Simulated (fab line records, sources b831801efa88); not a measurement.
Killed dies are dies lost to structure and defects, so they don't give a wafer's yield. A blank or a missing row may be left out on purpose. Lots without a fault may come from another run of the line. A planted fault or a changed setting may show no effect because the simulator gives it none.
One fault seen from 2 desks | flow sky130 | each desk has only its own numbers; what lay behind them comes last

THE METROLOGY DESK
What the gauges read, lot by lot, whatever tool the lot ran on: means of the sampled wafers that have a number. A lot is out of limits, marked OUT, if its mean lies more than 4 standard deviations from the usual mean; the brackets give that distance.
Columns: A = FIELD_ISO_CVD_03_THK at SKY_FIELD_ISO_THK_MEAS_04, usual 165.4 nm; B = VT_ADJUST_NCORE_TW at SKY_VT_ADJUST_NCORE_TW_MEAS_11, usual 217.5; C = VT_ADJUST_HVTR_OVL at SKY_VT_ADJUST_HVTR_OVL_MEAS_08, usual 0.1 nm; D = VT_ADJUST_PCH_TW at SKY_VT_ADJUST_PCH_TW_MEAS_10, usual 142.8
lot  | first seen here | A     | B                | C    | D
L772 | day 1 19:43     | 163.7 | 215.7            | 2.3  | 140.3
L773 | day 2 03:37     | 167.6 | 219.5            | -0.9 | 143.8
L774 | day 2 10:18     | 166.5 | 219.6            | 2.8  | 141.7
L776 | day 2 16:49     | 168.4 | 214.4            | 0.3  | 143.5
L777 | day 2 21:42     | 166.8 | 217.5            | -0.0 | 141.9
L778 | day 3 01:10     | 166.8 | 218.6            | -1.5 | 144.0
L785 | day 4 13:25     | 166.1 | 232.1 (+7.7) OUT | 0.6  | 143.5
L786 | day 4 17:26     | 164.1 | 231.0 (+7.1) OUT | -1.7 | 141.7
L789 | day 5 09:41     | 163.9 | 216.1            | -2.0 | 143.4
L790 | day 5 14:43     | 164.8 | 216.1            | 1.4  | 143.1
L791 | day 5 20:15     | 165.2 | 215.8            | -1.3 | 142.7
L793 | day 6 04:54     | 164.4 | 219.1            | 1.3  | 143.8
L794 | day 6 08:49     | 165.3 | 217.3            | -0.1 | 142.3
This desk's finding: out of limits on L785, L786; first on L785, day 13 05:11 (VT_ADJUST_NCORE_TW at SKY_VT_ADJUST_NCORE_TW_MEAS_11). In limits: L772, L773, L774, L776, L777, L778, L789, L790, L791, L793, L794.

THE TOOL OWNER'S DESK: implanter-02
The tool's own readings at SKY_VT_ADJUST_NCORE_IMPLANT_09: means of the sampled wafers that have a number, for each lot that ran on this tool. A lot is out of limits, marked OUT, if its mean lies more than 4 standard deviations from the usual mean; the brackets give that distance.
Columns: A = beam_energy_keV at SKY_VT_ADJUST_NCORE_IMPLANT_09, usual 9.9993; B = dose_ions_cm2 at SKY_VT_ADJUST_NCORE_IMPLANT_09, usual 2.4002e+12
lot  | first seen here | A                         | B
L773 | day 9 18:12     | 9.9993                    | 2.3976e+12
L776 | day 10 10:10    | 10.0003                   | 2.3952e+12
L785 | day 13 04:58    | 13.4770 (+99 or more) OUT | 2.4020e+12
L786 | day 13 07:57    | 13.4787 (+99 or more) OUT | 2.4017e+12
This desk's finding: out of limits on L785, L786; first on L785, day 13 04:58 (beam_energy_keV at SKY_VT_ADJUST_NCORE_IMPLANT_09). In limits: L773, L776.

PUT TOGETHER
The tool owner's desk could have raised an alarm at day 13 04:58, on L785, L786.
The metrology desk could have raised an alarm at day 13 05:11, on L785, L786.
Of the lots named, all ran SKY_VT_ADJUST_NCORE_IMPLANT_09 on implanter-02.

WHAT THE SIMULATOR HAD PUT IN
Process parameter drift: implanter-02, from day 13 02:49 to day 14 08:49, at SKY_VT_ADJUST_NCORE_IMPLANT_09. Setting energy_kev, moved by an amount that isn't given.
Lots struck among those shown: L785, L786.
Hours from the fault's start to each desk's first reading out of limits: the tool owner's desk, 2; the metrology desk, 2.
